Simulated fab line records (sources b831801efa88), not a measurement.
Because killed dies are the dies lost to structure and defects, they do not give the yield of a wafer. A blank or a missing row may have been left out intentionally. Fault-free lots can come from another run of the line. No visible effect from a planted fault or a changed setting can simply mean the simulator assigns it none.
Comparing a struck lot with a sound one + flow gf180mcu + 17 out of 602 route steps
Sound: the wafers L554.1, L554.3, L554.6. Wafers struck: L548.1, L548.2, L548.3. Last of all comes the cause.
Order at every step that has rows: each side's tool, ch and its chambers, its first start. Under that, the readings that differ: sound wafers + struck wafers + difference of the means + sigmas: that difference in standard deviations of wafers without a fault.
alike: words and numbers the same on both sides, and readings whose means are apart by under 2 such deviations; not compared: readings that were withheld, readings missing a value for some wafer, numbers with overlapping values and no deviation given by the record, and bounds like >300 which may hide the same value.
A row with sigmas, a row that says differs or no value, or rows on one side alone: a step with any of these is where the two part. Non-overlapping numbers with no deviation appear without sigmas and do not part them. Lack of a reading on every wafer of one side parts them only where that side has two or more wafers.

GF_SAB_STRIP_13: strips in O2/N2.
  sound on plasma-asher-01 ch 0,1, day 21 10:11; struck on plasma-asher-01 ch 0,1, day 19 04:47
  alike: drypump-motor-current-A, heater-power-w, n2-flow-sccm, oes-product-au, strip-time-to-endpoint-s
  not compared: rf-hours-counter-h
then, 2 steps without rows for these wafers: GF_SALICIDE_CLEAN_00 (cleans in SC1/SC2, time 150 s); GF_SALICIDE_WET_ETCH_01 (etches SiO2 in dHF, target depth 5 nm, time 100 s).
GF_SALICIDE_SPUTTER_02: material Co, target thk 10 nm, time 20 s.
  struck on pvd-sputter-01, day 19 04:58; sound on pvd-sputter-04, day 21 10:22
  alike: throttle-valve-pct
GF_SALICIDE_SPUTTER_03: material TiN, target thk 20 nm, time 16.7 s.
  struck on pvd-sputter-01, day 19 05:00; sound on pvd-sputter-04, day 21 10:24
  alike: throttle-valve-pct
GF_SALICIDE_RS_MEAS_04: the measuring method here is four-point-probe.
  struck on film-metro-02, day 19 05:02; sound on film-metro-02, day 21 10:26
  alike: SALICIDE_TIN_RS
GF_SALICIDE_THK_MEAS_05: measures by xrf.
  struck on film-metro-02, day 19 05:09; sound on film-metro-02, day 21 10:33
  alike: SALICIDE_TIN_THK
GF_SALICIDE_RTA_06: time 30 s.
  sound on rtp-anneal-02 ch 0, day 21 10:37; struck on rtp-anneal-02 ch 0, day 19 05:13
  alike: chamber-o2-ppm, lamp-power-pct, wafer_temp_C_max
then, 1 step without rows for these wafers: GF_SALICIDE_WET_ETCH_07 (etches the open film in SPM, target depth 120 nm).
GF_SALICIDE_RTA_08: time 30 s.
  sound on rtp-anneal-01 ch 0, day 21 10:49; struck on rtp-anneal-02 ch 0, day 19 05:24
| reading            | sound          | struck         | difference | sigmas |
|--------------------|----------------|----------------|------------|--------|
| lamp-power-pct (%) | 15.3 15.3 15.3 | 17.0 17.0 17.0 | +1.7       | +2     |
  alike: chamber-o2-ppm, wafer_temp_C_max
then, 1 step without rows for these wafers: GF_CONTACT_CVD_00 (deposits SiO2, target thk 300 nm, time 50 s).
GF_CONTACT_THK_MEAS_01:
  struck on film-metro-04, day 19 05:32; sound on film-metro-01, day 21 10:57
  alike: CONTACT_CVD_00_THK
GF_CONTACT_CVD_02: deposits SiO2 from TEOS, target thk 860 nm, time 95.992 s.
  sound on pecvd-03 ch 0,1, day 21 11:01; struck on pecvd-02 ch 0,1,2, day 19 05:36
| reading                                  | sound           | struck         | difference | sigmas |
|------------------------------------------|-----------------|----------------|------------|--------|
| model.SiO2_of_CONTACT_CVD_02.thk-nm (nm) | 861 854.6 862.4 | 1086 1082 1093 | +228       |        |
  alike: heater-power-w
GF_CONTACT_THK_MEAS_03:
  struck on film-metro-03, day 19 05:40; sound on film-metro-03, day 21 11:05
| reading                 | sound       | struck         | difference | sigmas |
|-------------------------|-------------|----------------|------------|--------|
| CONTACT_CVD_02_THK (nm) | 862 855 862 | 1086 1082 1094 | +228       | +23    |
GF_CONTACT_CMP_04: polishes SiO2.
  sound on cmp-02 ch 2,3, day 21 11:11; struck on cmp-02 ch 0,1,3, day 19 05:44
| reading                | sound       | struck      | difference | sigmas |
|------------------------|-------------|-------------|------------|--------|
| time-to-endpoint-s (s) | 119 114 117 | 197 195 197 | +80        | +15    |
  alike: motor-current-A
GF_CONTACT_BOW_MEAS_05:
  struck on film-metro-01, day 19 06:03; sound on film-metro-01, day 21 11:26
  alike: CONTACT_BOW
GF_PASSIVATION_PROBE_99:
  the record has rows for the sound wafers here (prober-02, day 33 21:28) and none for the struck ones

WHERE THEY PART
Last at GF_PASSIVATION_PROBE_99 as far as this record goes, first at GF_SALICIDE_RTA_08.

WHY: the cause the simulator had injected
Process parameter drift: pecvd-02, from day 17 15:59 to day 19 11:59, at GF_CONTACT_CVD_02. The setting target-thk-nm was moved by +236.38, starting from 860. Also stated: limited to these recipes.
